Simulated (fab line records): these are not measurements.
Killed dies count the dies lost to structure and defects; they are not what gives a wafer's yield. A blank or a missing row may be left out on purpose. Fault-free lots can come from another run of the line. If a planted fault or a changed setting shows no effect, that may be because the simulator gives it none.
fab line records	flow sfq-line
record lots=5	wafers=23
route steps=325 shown M2@93 M3@122 M4@149 JJ@180 R5@224 I5@228
start-h: hours from the record's first day to the start of the lot's first wafer shown	wait-h: hours since the lot's step before	" unchanged from the row above	L1.1+2: one row covering several wafers at once	- no value, or no start was given	* or withheld: withheld	< > ~ a bound
route shown NAME@n: a module of which the file shows steps, and the number in the route of the first	usual: the fault-free wafers' mean and standard deviation	same: alike in all rows	chamber/n: place in a boat	sites: per-site readings	_std_site: the standard deviation of these	_edge_site: outer sites' mean less inner sites'	radius-mm: for every site, how far away it sits from the centre of the wafer	mask NAME#n: copy n	behind: the last tool/chamber to shape the wafer	hold: why the lot was held/for how many hours/how that ended	device: names the non-switching transistor (n, p or np)	end of line: tests of these same wafers at the route's end	where a step has no rows: the recipe by itself	killed: not the wafer's yield, but the dies lost to structure and defects at the first sort	map: per-die view of a wafer (x killed, . not killed, _ where there is no die)
set.NAME: setting as actually run; set.NAME@STEP: the setting as run at that earlier step	model.NAME: the simulator's own value behind a step, which no gauge read
lots whose settings were changed on purpose; a table a step, a row a wafer
## steps
# step SFQ_TRILAYER_M2_LITHO_COAT_057
# recipe resist=KrF	spin-rpm=3000	resist-thk-nm=600
lot.wafer	tool	chamber	start-h	wait-h	set.spin-rpm	model.KrF_of_TRILAYER_M2_LITHO_COAT_057.thk-nm
L077.1	litho-track-02	0	475.56	0.2	3000	601.3
L077.2	"	0	"	"	3000	602.1
L077.4	"	0	"	"	3159	586.7
L077.5	"	0	"	"	3159	586.1
L077.6	"	0	"	"	3000	600.6
L079.1	litho-track-03	0	479.21	0.2	3000	599.9
L079.2	"	0	"	"	3000	601
L079.3+6	"	0	"	"	3000	-
L079.4	"	0	"	"	3000	601.8
L080.1	litho-track-02	0	480.38	0.2	3000	-
L080.2	"	0	"	"	2779	622.3
L080.3	"	0	"	"	3000	597.9
L080.4	"	0	"	"	2779	-
L080.5	"	0	"	"	3000	597.6
L081.1	litho-track-01	0	482.77	0.2	3000	602
L081.4	"	0	"	"	3000	599.5
L081.5	"	0	"	"	3000	600.9
L085.2+4	litho-track-02	0	505.69	0.2	3000	-
L085.3	"	0	"	"	3000	598.7
L085.5	"	0	"	"	3000	599.9
L085.6	"	0	"	"	3000	599.5
# step SFQ_TRILAYER_M2_LITHO_SOFTBAKE_061
# recipe temp-c=withheld	time-s=withheld	resist=KrF
# step SFQ_TRILAYER_M2_LITHO_EXPOSE_058
# recipe mask-id=M2	na=0.6	source-shape=conventional	sigma-outer=0.65	target-cd-nm=500	dose-mj=14.4
# step SFQ_TRILAYER_M2_LITHO_DEVELOP_059
# recipe time-s=60	resist=KrF
# step SFQ_TRILAYER_M2_BARC_OPEN_METAL_ETCH_077
# recipe mask-material=PR	chemistry=O2	target-depth-nm=125	target=BARC	icp-w=600	bias-w=80	pressure-mtorr=10	time-s=41.7
lot.wafer	tool	chamber	start-h	wait-h	set.spin-rpm@TRILAYER_M2_LITHO_COAT_057	model.KrF_of_TRILAYER_M2_LITHO_COAT_057.thk-nm
L077.1	rie-metal-04	0	621.21	0.0	3000	525.6
L077.2	"	1	"	"	3000	522.9
L077.4	"	0	"	"	3159	510.4
L077.5	"	0	"	"	3159	510.1
L077.6	"	1	"	"	3000	521.7
L079.1	rie-metal-04	0	624.81	0.0	3000	523.7
L079.2	"	1	"	"	3000	521.9
L079.3+6	"	0,1	"	"	3000	-
L079.4	"	1	"	"	3000	522.6
L080.1	rie-metal-02	0	626.01	0.0	3000	-
L080.2	"	1	"	"	2779	544.3
L080.3	"	0	"	"	3000	521.9
L080.4	"	1	"	"	2779	-
L080.5	"	1	"	"	3000	520.1
L081.1	rie-metal-04	0	628.41	0.0	3000	525.9
L081.4	"	0	"	"	3000	523.7
L081.5	"	0	"	"	3000	524.6
L085.2+4	rie-metal-01	1	651.21	0.0	3000	-
L085.3	"	0	"	"	3000	520.9
L085.5	"	1	"	"	3000	524.1
L085.6	"	0	"	"	3000	521.6
# step SFQ_TRILAYER_M2_ETCH_METAL_ETCH_060
# recipe target=Nb	stop-on=SiO2	mask-material=PR	chemistry=Cl2/Ar	target-depth-nm=240	icp-w=600	bias-w=80	pressure-mtorr=10	time-s=120
# usual oes-product-au=0.894/0.009
lot.wafer	tool	chamber	start-h	wait-h	set.time-s@TRILAYER_M2_DEP_SPUTTER_055	oes-product-au
L077.1	rie-metal-04	0	621.27	0.0	133.3	0.883
L077.2	"	1	"	"	133.3	0.896
L077.4	"	0	"	"	133.3	0.904
L077.5	"	0	"	"	133.3	0.901
L077.6	"	1	"	"	133.3	0.905
L079.1	rie-metal-04	0	624.87	0.0	133.3	0.873
L079.2	"	1	"	"	133.3	0.883
L079.3	"	0	"	"	148.3	0.950
L079.4	"	1	"	"	133.3	0.879
L079.6	"	1	"	"	148.3	0.963
L080.1	rie-metal-02	0	626.07	0.0	152.2	0.980
L080.2	"	1	"	"	133.3	0.888
L080.3	"	0	"	"	133.3	0.893
L080.4	"	1	"	"	152.2	0.970
L080.5	"	1	"	"	133.3	0.896
L081.1	rie-metal-04	0	628.47	0.0	133.3	0.887
L081.4	"	0	"	"	133.3	0.888
L081.5	"	0	"	"	133.3	0.891
L085.2	rie-metal-01	1	651.27	0.0	147.8	0.960
L085.3	"	0	"	"	133.3	0.884
L085.4	"	1	"	"	147.8	0.946
L085.5	"	1	"	"	133.3	0.898
L085.6	"	0	"	"	133.3	0.897
# step SFQ_TRILAYER_M3_LITHO_COAT_080
# recipe resist=BARC	spin-rpm=3000	resist-thk-nm=62
lot.wafer	tool	chamber	start-h	wait-h	set.spin-rpm	model.BARC_of_TRILAYER_M3_LITHO_COAT_080.thk-nm
L077.1	litho-track-01	0	780.00	0.1	3000	61.75
L077.2	"	0	"	"	2824	63.57
L077.4	"	0	"	"	3000	61.91
L077.5	"	0	"	"	2824	63.79
L077.6	"	0	"	"	3000	61.82
L079.1	litho-track-03	0	783.60	0.1	3000	61.77
L079.2	"	0	"	"	2940	62.36
L079.3	"	0	"	"	2940	62.38
L079.4	"	0	"	"	2940	62.49
L079.6	"	0	"	"	3000	61.75
L080.1	litho-track-04	0	784.80	0.1	3000	61.86
L080.2	"	0	"	"	3000	61.96
L080.3	"	0	"	"	3193	60.04
L080.4	"	0	"	"	3000	61.77
L080.5	"	0	"	"	3193	60
L081.1	litho-track-01	0	786.00	0.1	3000	62.12
L081.4	"	0	"	"	3000	62.18
L081.5	"	0	"	"	3000	62.14
L085.2	litho-track-03	0	808.85	0.1	3000	62.01
L085.3	"	0	"	"	3000	62.05
L085.4	"	0	"	"	3000	62
L085.5	"	0	"	"	3000	62.02
L085.6	"	0	"	"	3000	62.07
# step SFQ_TRILAYER_M4_DEP_SPUTTER_091
# recipe material=Nb	base-pressure-pa=1.33e-06	chamber-pressure-pa=0.1333	substrate-temp-c=20	resputter-cathode-voltage-v=400	target-thk-nm=200	power-w=2000	time-s=133.3
lot.wafer	tool	chamber	start-h	wait-h	set.power-w	model.Nb_of_TRILAYER_M4_DEP_SPUTTER_091.thk-nm
L077.1	pvd-sputter-06	-	1074.56	0.0	2197	216.4
L077.2	"	-	"	"	2197	218.1
L077.4	"	-	"	"	2000	198.3
L077.5	"	-	"	"	2197	216.3
L077.6	"	-	"	"	2000	196.4
L079.1	pvd-sputter-03	-	1078.17	0.0	1915	189.2
L079.2	"	-	"	"	1915	189.8
L079.3	"	-	"	"	2000	202.6
L079.4	"	-	"	"	2000	197.6
L079.6	"	-	"	"	2000	203.9
L080.1	pvd-sputter-06	-	1081.76	0.0	2232	220.5
L080.2	"	-	"	"	2000	196.5
L080.3	"	-	"	"	2000	197.2
L080.4	"	-	"	"	2000	199.6
L080.5	"	-	"	"	2232	220.4
L081.1	pvd-sputter-03	-	1084.16	0.0	2000	198.7
L081.4	"	-	"	"	2000	202.5
L081.5	"	-	"	"	2000	196.2
L085.2	pvd-sputter-03	-	1100.37	0.0	2000	197.6
L085.3	"	-	"	"	2000	202.1
L085.4	"	-	"	"	2000	198.2
L085.5	"	-	"	"	2000	198.3
L085.6	"	-	"	"	2000	197.4
# step SFQ_M4_RS_MEAS_924
# recipe thk-meas-gauge=four-point-probe	reads=Nb_of_TRILAYER_M4_DEP_SPUTTER_091
# usual M4_NB_RS=0.894/0.01
lot.wafer	tool	chamber	start-h	wait-h	set.power-w@TRILAYER_M4_DEP_SPUTTER_091	M4_NB_RS[ohm/sq]
L077.1	film-metro-02	-	1074.65	0.0	2197	0.821
L077.2	"	-	"	"	2197	0.816
L077.4	"	-	"	"	2000	0.895
L077.5	"	-	"	"	2197	0.823
L077.6	"	-	"	"	2000	0.910
L079.1	film-metro-02	-	1078.26	0.0	1915	0.944
L079.2	"	-	"	"	1915	0.941
L079.3	"	-	"	"	2000	0.878
L079.4	"	-	"	"	2000	0.902
L079.6	"	-	"	"	2000	0.873
L080.1	film-metro-04	-	1081.85	0.0	2232	0.806
L080.2	"	-	"	"	2000	0.907
L080.3	"	-	"	"	2000	0.902
L080.4	"	-	"	"	2000	0.892
L080.5	"	-	"	"	2232	0.807
L081.1	film-metro-04	-	1084.25	0.0	2000	0.896
L081.4	"	-	"	"	2000	0.877
L081.5	"	-	"	"	2000	0.908
L085.2	film-metro-04	-	1100.48	0.1	2000	0.901
L085.3	"	-	"	"	2000	0.881
L085.4	"	-	"	"	2000	0.898
L085.5	"	-	"	"	2000	0.898
L085.6	"	-	"	"	2000	0.901
# step SFQ_TRILAYER_M4_LITHO_COAT_093
# recipe resist=KrF	spin-rpm=3000	resist-thk-nm=600
lot.wafer	tool	chamber	start-h	wait-h	set.spin-rpm	model.KrF_of_TRILAYER_M4_LITHO_COAT_093.thk-nm
L077.1	litho-track-03	0	1075.13	0.2	3000	-
L077.2+5	"	0	"	"	3133	-
L077.4	"	0	"	"	3000	601.1
L077.6	"	0	"	"	3133	587.2
L079.1	litho-track-01	0	1078.74	0.2	3158	585.8
L079.2	"	0	"	"	3000	600.4
L079.3	"	0	"	"	3158	584
L079.4	"	0	"	"	3158	583.1
L079.6	"	0	"	"	3000	599
L080.1+5	litho-track-01	0	1082.33	0.2	2791	-
L080.2+3	"	0	"	"	3000	600.6
L080.4	"	0	"	"	2791	623.9
L081.1	litho-track-03	0	1084.73	0.2	3000	600.7
L081.4	"	0	"	"	3000	597.9
L081.5	"	0	"	"	3000	599.8
L085.2	litho-track-03	0	1100.99	0.2	3000	596.8
L085.3	"	0	"	"	3000	597.4
L085.4	"	0	"	"	3131	585.2
L085.5	"	0	"	"	3000	596.7
L085.6	"	0	"	"	3131	583.6
# step SFQ_TRILAYER_M4_LITHO_SOFTBAKE_097
# recipe temp-c=withheld	time-s=withheld	resist=KrF
# step SFQ_TRILAYER_M4_LITHO_EXPOSE_094
# recipe mask-id=M4	na=0.6	source-shape=conventional	sigma-outer=0.65	target-cd-nm=500	dose-mj=14.4
# step SFQ_TRILAYER_M4_LITHO_DEVELOP_095
# recipe time-s=60	resist=KrF
# step SFQ_TRILAYER_M4_BARC_OPEN_METAL_ETCH_123
# recipe mask-material=PR	chemistry=O2	target-depth-nm=125	target=BARC	icp-w=600	bias-w=80	pressure-mtorr=10	time-s=41.7
lot.wafer	tool	chamber	start-h	wait-h	set.spin-rpm@TRILAYER_M4_LITHO_COAT_093	model.KrF_of_TRILAYER_M4_LITHO_COAT_093.thk-nm
L077.1	rie-metal-01	0	1193.36	0.0	3000	-
L077.2+5	"	1	"	"	3133	-
L077.4	"	0	"	"	3000	525
L077.6	"	0	"	"	3133	511.5
L079.1	rie-metal-01	1	1201.76	0.0	3158	510.7
L079.2	"	0	"	"	3000	525.2
L079.3	"	0	"	"	3158	508.3
L079.4	"	1	"	"	3158	507.8
L079.6	"	0	"	"	3000	523.4
L080.1+5	rie-metal-02	0	1207.76	0.0	2791	-
L080.2	"	1	"	"	3000	522.5
L080.3	"	0	"	"	3000	521.2
L080.4	"	1	"	"	2791	545.6
L081.1	rie-metal-02	0	1212.56	0.0	3000	521.6
L081.4	"	0	"	"	3000	519.1
L081.5	"	1	"	"	3000	521.7
L085.2	rie-metal-04	0	1237.76	0.0	3000	518.3
L085.3	"	1	"	"	3000	518.1
L085.4	"	0	"	"	3131	506.8
L085.5	"	1	"	"	3000	517.6
L085.6	"	0	"	"	3131	505.3
# step SFQ_TRILAYER_M4_ETCH_METAL_ETCH_096
# recipe target=Nb	stop-on=SiO2	mask-material=PR	chemistry=Cl2/Ar	target-depth-nm=240	icp-w=600	bias-w=80	pressure-mtorr=10	time-s=120
# usual oes-product-au=0.891/0.0077
lot.wafer	tool	chamber	start-h	wait-h	set.bias-w	set.power-w@TRILAYER_M4_DEP_SPUTTER_091	set.spin-rpm@TRILAYER_M4_LITHO_COAT_093	oes-product-au	model.KrF_of_TRILAYER_M4_LITHO_COAT_093.thk-nm
L077.1	rie-metal-01	0	1193.42	0.0	87.26	2197	3000	0.935	-
L077.2	"	1	"	"	80	2197	3133	0.944	-
L077.4	"	0	"	"	80	2000	3000	0.885	384.9
L077.5	"	1	"	"	87.26	2197	3133	0.945	-
L077.6	"	0	"	"	87.26	2000	3133	0.885	368.3
L079.1	rie-metal-01	1	1201.82	0.0	80	1915	3158	0.867	375.1
L079.2	"	0	"	"	80	1915	3000	0.861	386.8
L079.3	"	0	"	"	80	2000	3158	0.898	369.8
L079.4	"	1	"	"	70.99	2000	3158	0.887	375.4
L079.6	"	0	"	"	70.99	2000	3000	0.913	391.7
L080.1	rie-metal-02	0	1207.82	0.0	80	2232	2791	0.956	-
L080.2	"	1	"	"	80	2000	3000	0.880	378.4
L080.3	"	0	"	"	84.3	2000	3000	0.883	373.4
L080.4	"	1	"	"	84.3	2000	2791	0.897	399.3
L080.5	"	0	"	"	84.3	2232	2791	0.939	-
L081.1	rie-metal-02	0	1212.62	0.0	80	2000	3000	0.893	376.5
L081.4	"	0	"	"	80	2000	3000	0.900	374.1
L081.5	"	1	"	"	80	2000	3000	0.886	377.7
L085.2	rie-metal-04	0	1237.82	0.0	73.4	2000	3000	0.885	378.7
L085.3	"	1	"	"	80	2000	3000	0.901	372.8
L085.4	"	0	"	"	80	2000	3131	0.893	362.3
L085.5	"	1	"	"	73.4	2000	3000	0.874	376.7
L085.6	"	0	"	"	80	2000	3131	0.885	361.1
# step SFQ_TRILAYER_JJ_TRILAYER_DEP_SPUTTER_110
# recipe material=Al	base-pressure-pa=1.33e-06	target-thk-nm=8	power-w=500	time-s=10	chamber-pressure-pa=0.4
lot.wafer	tool	chamber	start-h	wait-h	set.power-w	model.Al_of_TRILAYER_JJ_TRILAYER_DEP_SPUTTER_110.thk-nm
L077.1	pvd-sputter-05	-	1335.78	0.0	482.8	7.777
L077.2	"	-	"	"	482.8	7.694
L077.4	"	-	"	"	482.8	7.769
L077.5	"	-	"	"	500	7.942
L077.6	"	-	"	"	500	8.068
L079.1	pvd-sputter-04	-	1342.98	0.0	500	8.148
L079.2	"	-	"	"	470.3	7.647
L079.3	"	-	"	"	470.3	7.687
L079.4	"	-	"	"	500	8.362
L079.6	"	-	"	"	500	8.353
L080.1	pvd-sputter-03	-	1352.76	0.0	544.3	8.649
L080.2	"	-	"	"	500	8.019
L080.3	"	-	"	"	544.3	8.711
L080.4	"	-	"	"	500	7.826
L080.5	"	-	"	"	544.3	8.81
L081.1	pvd-sputter-05	-	1356.39	0.0	500	7.944
L081.4	"	-	"	"	500	7.896
L081.5	"	-	"	"	500	7.719
L085.2	pvd-sputter-05	-	1382.55	0.0	461.5	7.35
L085.3	"	-	"	"	461.5	7.282
L085.4	"	-	"	"	461.5	7.054
L085.5	"	-	"	"	500	7.878
L085.6	"	-	"	"	500	8.009
# step SFQ_TRILAYER_JJ_CE_LITHO_COAT_114
# recipe resist=KrF	spin-rpm=3000	resist-thk-nm=600
lot.wafer	tool	chamber	start-h	wait-h	set.resist-thk-nm	model.KrF_of_TRILAYER_JJ_CE_LITHO_COAT_114.thk-nm
L077.1	litho-track-01	0	1337.36	0.2	600	603.3
L077.2	"	0	"	"	600	602.3
L077.4	"	0	"	"	633.5	635.9
L077.5	"	0	"	"	600	600.7
L077.6	"	0	"	"	633.5	633.2
L079.1	litho-track-03	0	1344.56	0.2	600	599.5
L079.2	"	0	"	"	600	599.4
L079.3	"	0	"	"	615.2	613.8
L079.4	"	0	"	"	615.2	613.5
L079.6	"	0	"	"	615.2	613.7
L080.1	litho-track-04	0	1354.34	0.2	629.4	629.1
L080.2+5	"	0	"	"	600	600.4
L080.3	"	0	"	"	629.4	630.4
L080.4	"	0	"	"	600	600.2
L081.1	litho-track-03	0	1357.97	0.2	600	597.7
L081.4	"	0	"	"	600	599.2
L081.5	"	0	"	"	600	600.5
L085.2	litho-track-04	0	1384.19	0.2	576.5	574.9
L085.3	"	0	"	"	576.5	576.5
L085.4	"	0	"	"	600	599.6
L085.5	"	0	"	"	600	600
L085.6	"	0	"	"	600	599
# step SFQ_TRILAYER_R5_BARC_OPEN_METAL_ETCH_177
# recipe mask-material=PR	chemistry=O2	target-depth-nm=125	target=BARC	icp-w=600	bias-w=80	pressure-mtorr=10	time-s=41.7
lot.wafer	tool	chamber	start-h	wait-h	set.icp-w	model.KrF_of_TRILAYER_R5_LITHO_COAT_136.thk-nm
L077.1	rie-metal-04	0	1629.42	0.0	600	522.9
L077.2	"	1	"	"	600	523.1
L077.4	"	0	"	"	658.6	518.7
L077.5	"	1	"	"	658.6	519.5
L077.6	"	0	"	"	658.6	517.4
L079.1	rie-metal-01	0	1634.36	0.0	655.8	520.7
L079.2	"	1	"	"	600	526
L079.3	"	0	"	"	600	523.5
L079.4	"	1	"	"	655.8	522.2
L079.6	"	1	"	"	655.8	521.7
L080.1	rie-metal-01	1	1643.87	0.0	631.9	521.6
L080.2	"	0	"	"	631.9	521
L080.3	"	0	"	"	600	523.4
L080.4	"	1	"	"	631.9	522.6
L080.5	"	1	"	"	600	522.6
L081.1	rie-metal-02	1	1647.47	0.0	600	523.2
L081.4	"	1	"	"	600	522
L081.5	"	0	"	"	600	523.4
L085.2	rie-metal-04	0	1652.27	0.0	600	525
L085.3	"	0	"	"	630.9	521.4
L085.4	"	1	"	"	630.9	520.1
L085.5	"	0	"	"	630.9	521.6
L085.6	"	1	"	"	600	522.8
# step SFQ_TRILAYER_A5C_DEP_PECVD_142
# recipe material=SiO2	temp-c=150	time-s=15.556	pressure-torr=2.4	rf-w=183.3	precursor=SiH4/N2O	target-thk-nm=70
lot.wafer	tool	chamber	start-h	wait-h	set.time-s	model.SiO2_of_TRILAYER_A5C_DEP_PECVD_142.thk-nm
L077.1	pecvd-02	2	1630.31	0.0	15.556	69.51
L077.2	"	0	"	"	15.556	68.65
L077.4	"	1	"	"	15.556	71.29
L077.5	"	0	"	"	15.556	70.56
L077.6	"	2	"	"	15.556	70.34
L079.1	pecvd-03	1	1635.25	0.0	15.556	68.35
L079.2	"	0	"	"	14.2	61.93
L079.3	"	2	"	"	15.556	69.18
L079.4	"	2	"	"	14.2	63.77
L079.6	"	1	"	"	14.2	63.55
L080.1	pecvd-03	1	1644.94	0.0	17.15	75.09
L080.2	"	2	"	"	15.556	68.56
L080.3	"	0	"	"	15.556	68.91
L080.4	"	0	"	"	15.556	69.95
L080.5	"	1	"	"	17.15	77.24
L081.1	pecvd-02	0	1648.36	0.0	15.556	68.8
L081.4	"	2	"	"	15.556	70.5
L081.5	"	1	"	"	15.556	71.19
L085.2	pecvd-02	2	1653.16	0.0	17.25	76.54
L085.3	"	0	"	"	15.556	69.61
L085.4	"	2	"	"	15.556	71.69
L085.5	"	1	"	"	17.25	79.44
L085.6	"	0	"	"	15.556	70.08
## key
split step=SFQ_TRILAYER_M2_LITHO_COAT_057	setting=spin-rpm	stated=3000	by=wafer
response step=SFQ_TRILAYER_M2_LITHO_COAT_057	reading=model.KrF_of_TRILAYER_M2_LITHO_COAT_057.thk-nm	change=-3.08	per=1%	r=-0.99
response step=SFQ_TRILAYER_M2_BARC_OPEN_METAL_ETCH_077	reading=model.KrF_of_TRILAYER_M2_LITHO_COAT_057.thk-nm	change=-2.83	per=1%	r=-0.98
split step=SFQ_TRILAYER_M3_LITHO_COAT_080	setting=spin-rpm	stated=3000	by=wafer
response step=SFQ_TRILAYER_M3_LITHO_COAT_080	reading=model.BARC_of_TRILAYER_M3_LITHO_COAT_080.thk-nm	change=-0.301	per=1%	r=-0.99
split step=SFQ_TRILAYER_M4_DEP_SPUTTER_091	setting=power-w	stated=2000	by=wafer
response step=SFQ_TRILAYER_M4_DEP_SPUTTER_091	reading=model.Nb_of_TRILAYER_M4_DEP_SPUTTER_091.thk-nm	change=+2.03	per=1%	r=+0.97
response step=SFQ_M4_RS_MEAS_924	reading=M4_NB_RS	change=-0.0086	per=1%	r=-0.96
response step=SFQ_TRILAYER_M4_ETCH_METAL_ETCH_096	reading=oes-product-au	change=+0.00568	per=1%	r=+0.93
split step=SFQ_TRILAYER_M4_LITHO_COAT_093	setting=spin-rpm	stated=3000	by=wafer
response step=SFQ_TRILAYER_M4_LITHO_COAT_093	reading=model.KrF_of_TRILAYER_M4_LITHO_COAT_093.thk-nm	change=-3.07	per=1%	r=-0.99
response step=SFQ_TRILAYER_M4_BARC_OPEN_METAL_ETCH_123	reading=model.KrF_of_TRILAYER_M4_LITHO_COAT_093.thk-nm	change=-3.05	per=1%	r=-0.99
response step=SFQ_TRILAYER_M4_ETCH_METAL_ETCH_096	reading=model.KrF_of_TRILAYER_M4_LITHO_COAT_093.thk-nm	change=-3.26	per=1%	r=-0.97
split step=SFQ_TRILAYER_M4_ETCH_METAL_ETCH_096	setting=bias-w	stated=80	by=wafer
response none clear
split step=SFQ_TRILAYER_JJ_TRILAYER_DEP_SPUTTER_110	setting=power-w	stated=500	by=wafer
response step=SFQ_TRILAYER_JJ_TRILAYER_DEP_SPUTTER_110	reading=model.Al_of_TRILAYER_JJ_TRILAYER_DEP_SPUTTER_110.thk-nm	change=+0.0929	per=1%	r=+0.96
split step=SFQ_TRILAYER_JJ_CE_LITHO_COAT_114	setting=resist-thk-nm	stated=600	by=wafer
response step=SFQ_TRILAYER_JJ_CE_LITHO_COAT_114	reading=model.KrF_of_TRILAYER_JJ_CE_LITHO_COAT_114.thk-nm	change=+5.91	per=1%	r=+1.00
split step=SFQ_TRILAYER_R5_BARC_OPEN_METAL_ETCH_177	setting=icp-w	stated=600	by=wafer
response step=SFQ_TRILAYER_R5_BARC_OPEN_METAL_ETCH_177	reading=model.KrF_of_TRILAYER_R5_LITHO_COAT_136.thk-nm	change=-0.405	per=1%	r=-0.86
split step=SFQ_TRILAYER_A5C_DEP_PECVD_142	setting=time-s	stated=15.556	by=wafer
response step=SFQ_TRILAYER_A5C_DEP_PECVD_142	reading=model.SiO2_of_TRILAYER_A5C_DEP_PECVD_142.thk-nm	change=+0.679	per=1%	r=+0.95
split outside-this-file step=SFQ_TRILAYER_M2_DEP_SPUTTER_055 setting=time-s
# split outside-this-file: this setting was split too, and the file shows its column; the key of that split is in another file
